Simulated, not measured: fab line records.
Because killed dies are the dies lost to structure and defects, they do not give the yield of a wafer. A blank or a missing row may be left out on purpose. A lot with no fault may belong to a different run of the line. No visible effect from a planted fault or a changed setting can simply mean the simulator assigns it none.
2 desks, one fault    flow sky130    only its own numbers are on each desk; what lay behind them is given at the end

== FROM THE METROLOGY DESK ==
What the gauges read, lot by lot, whatever tool the lot ran on: means of the sampled wafers that have a number. A lot is out of limits, marked OUT, if its mean lies more than 4 standard deviations from the usual mean; the brackets give that distance.
Columns: A = VIA4_HDPCVD_THK at SKY_VIA4_THK_MEAS_01, usual 1763 nm
lot   first seen here  A
L687  day 42 04:39     1763
L689  day 42 15:14     1763
L690  day 42 22:49     1753
L692  day 43 18:14     1752
L693  day 43 18:32     1777
L694  day 44 13:02     1742
L695  day 44 20:21     1768
L696  day 44 20:41     1757
L698  day 45 06:13     1771
L699  day 45 11:50     1769
L700  day 45 18:14     1786
L702  day 46 14:32     1751
L709  day 47 22:38     1789
Result from this desk: across the 13 lots, nothing is out of limits.

== TOOL OWNER'S DESK, cvd-w-01 ==
The tool's own readings at SKY_VIA2_CVD_21 (deposits W, target thk 420 nm, time 126.4 s): means of the sampled wafers that have a number, for each lot that ran on this tool. A lot is out of limits, marked OUT, if its mean lies more than 4 standard deviations from the usual mean; the brackets give that distance.
Columns: A = heater-power-w at SKY_VIA2_CVD_21, usual 835 W
lot   first seen here  A
L687  day 36 16:11     813
L690  day 37 13:25     807
L693  day 38 11:58     818
L694  day 39 05:56     838
L695  day 39 14:48     818
L696  day 39 16:35     828
L698  day 40 00:56     824
L700  day 40 14:22     814
L709  day 43 03:53     827
Result from this desk: across the 9 lots, nothing is out of limits.

== ALL TOGETHER ==
At the metrology desk, nothing out of limits was observed.
Nothing out of limits was seen by the tool owner's desk.

== WHAT THE SIMULATOR PUT IN ==
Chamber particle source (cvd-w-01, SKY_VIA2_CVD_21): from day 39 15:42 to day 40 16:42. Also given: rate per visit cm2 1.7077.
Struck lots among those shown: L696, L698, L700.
